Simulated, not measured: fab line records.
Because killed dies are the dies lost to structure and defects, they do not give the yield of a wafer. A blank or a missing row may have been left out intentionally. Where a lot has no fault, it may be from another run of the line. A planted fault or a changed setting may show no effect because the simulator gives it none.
Shared-tool check ; flow sky130 ; 12 lots and 42 wafers in the sample

WHY THIS WAS OPENED
SKY_VT_ADJUST_LVTN_TW_MEAS_10, reading VT_ADJUST_LVTN_TW: flagged on 2 of 12 lots. Wafers without a fault read 241.2, standard deviation 1.1.
Rule: flag the lot when none of its wafers has a number, or when each of its wafers that has one lies beyond 4 standard deviations from that mean. The rest of the lots are taken to be sound.

lot;measured;on;VT_ADJUST_LVTN_TW, wafer by wafer;flag
L623;day 6 20:05;film_metro-03;239.8 239.2 240.0;
L624;day 7 02:27;film_metro-01;240.3 240.8 241.5;
L626;day 7 15:23;film_metro-04;241.1 241.0 240.0;
L627;day 8 01:11;film_metro-03;240.6 241.1 240.8;
L628;day 8 06:04;film_metro-01;242.1 242.6 241.0;
L629;day 8 13:48;film_metro-01;241.7 240.7 240.8;
L633;day 9 13:09;film_metro-03;242.4 242.3 240.6;
L634;day 10 01:50;film_metro-04;261.2 260.6 259.8 259.1 260.6 260.1;FLAGGED
L635;day 10 08:02;film_metro-03;240.2 240.5 240.6;
L636;day 10 17:26;film_metro-01;259.5 260.7 258.6 259.6 259.4 261.5;FLAGGED
L643;day 12 11:39;film_metro-03;242.2 241.6 240.9;
L646;day 13 03:27;film_metro-04;242.4 242.1 243.2;
On average the flagged lots' numbers are 260.1, which is +18.9 against the usual, or +17 standard deviations.

LOT BY LOT: THE TOOL USED
3 process steps preceding the reading are held in the record, out of 708 steps in the route. Each cell gives the tool, then ch followed by the chambers the sampled wafers passed through, then the start.
lot;flag;SKY_NWELL_STRIP_14;SKY_NWELL_RTA_28;SKY_VT_ADJUST_LVTN_IMPLANT_08
L623;;plasma_asher-04 ch 0,1, day 4 12:50;rtp_anneal-01 ch 0, day 5 06:04;implanter-03 ch 0, day 6 19:50
L624;;plasma_asher-01 ch 0,1, day 4 19:26;rtp_anneal-01 ch 0, day 5 12:53;implanter-01 ch 0, day 7 02:13
L626;;plasma_asher-01 ch 0,1, day 5 05:20;rtp_anneal-02 ch 0, day 6 00:16;implanter-01 ch 0, day 7 15:08
L627;;plasma_asher-03 ch 0,1, day 5 14:05;rtp_anneal-01 ch 0, day 6 08:44;implanter-02 ch 0, day 8 00:56
L628;;plasma_asher-03 ch 0,1, day 5 18:28;rtp_anneal-01 ch 0, day 6 13:38;implanter-01 ch 0, day 8 05:51
L629;;plasma_asher-01 ch 0,1, day 6 01:02;rtp_anneal-02 ch 0, day 6 20:32;implanter-03 ch 0, day 8 13:33
L633;;plasma_asher-01 ch 0,1, day 6 21:55;rtp_anneal-02 ch 0, day 7 17:59;implanter-02 ch 0, day 9 12:56
L634;FLAGGED;plasma_asher-01 ch 0,1, day 7 09:17;rtp_anneal-01 ch 0, day 8 05:42;implanter-03 ch 0, day 10 01:35
L635;;plasma_asher-01 ch 1, day 7 14:53;rtp_anneal-01 ch 0, day 8 11:58;implanter-01 ch 0, day 10 07:47
L636;FLAGGED;plasma_asher-03 ch 0,1, day 7 23:50;rtp_anneal-02 ch 0, day 8 21:05;implanter-03 ch 0, day 10 17:11
L643;;plasma_asher-03 ch 0,1, day 9 14:56;rtp_anneal-01 ch 0, day 10 13:37;implanter-01 ch 0, day 12 11:25
L646;;plasma_asher-03 ch 0,1, day 10 04:27;rtp_anneal-02 ch 0, day 11 02:41;implanter-01 ch 0, day 13 03:12
What is done by these steps:
- SKY_NWELL_STRIP_14: strips in O2/N2.
- SKY_NWELL_RTA_28: time 30 s.
- SKY_VT_ADJUST_LVTN_IMPLANT_08
- SKY_VT_ADJUST_LVTN_TW_MEAS_10

FLAGGED OVER TOTAL, TOOL BY TOOL (the gauges that took the reading come last)
step;tool;lots run;flagged;share of the flagged lots;sound lots run after its first flagged lot
SKY_NWELL_STRIP_14;plasma_asher-01;6;1;some;1 (L635)
SKY_NWELL_STRIP_14;plasma_asher-03;5;1;some;2 (L643,L646)
SKY_NWELL_STRIP_14;plasma_asher-04;1;0;none;-
SKY_NWELL_RTA_28;rtp_anneal-01;7;1;some;2 (L635,L643)
SKY_NWELL_RTA_28;rtp_anneal-02;5;1;some;1 (L646)
SKY_VT_ADJUST_LVTN_IMPLANT_08;implanter-01;6;0;none;-
SKY_VT_ADJUST_LVTN_IMPLANT_08;implanter-02;2;0;none;-
SKY_VT_ADJUST_LVTN_IMPLANT_08;implanter-03;4;2;all;0
SKY_VT_ADJUST_LVTN_TW_MEAS_10;film_metro-01;4;1;some;0
SKY_VT_ADJUST_LVTN_TW_MEAS_10;film_metro-03;5;0;none;-
SKY_VT_ADJUST_LVTN_TW_MEAS_10;film_metro-04;3;1;some;1 (L646)

WHAT THE TABLE ALLOWS
In the table, 1 row covers all flagged lots: implanter-03 at SKY_VT_ADJUST_LVTN_IMPLANT_08.
- implanter-03 at SKY_VT_ADJUST_LVTN_IMPLANT_08: 2 of its 4 lots flagged. Its last sound lot is L629 (day 8 13:33), its first flagged lot L634 (day 10 01:35): a fault that began between those two fits. Its own readings lie more than 4 standard deviations out on every wafer of the flagged lots: dose_ions_cm2, faraday_current_uA.
One tool is left: implanter-03 at SKY_VT_ADJUST_LVTN_IMPLANT_08.

WHAT THE SIMULATOR PUT IN
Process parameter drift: implanter-03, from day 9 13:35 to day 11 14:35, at SKY_VT_ADJUST_LVTN_IMPLANT_08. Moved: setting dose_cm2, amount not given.
Shown lots that were struck: L634, L636. The rule above reached the same finding.
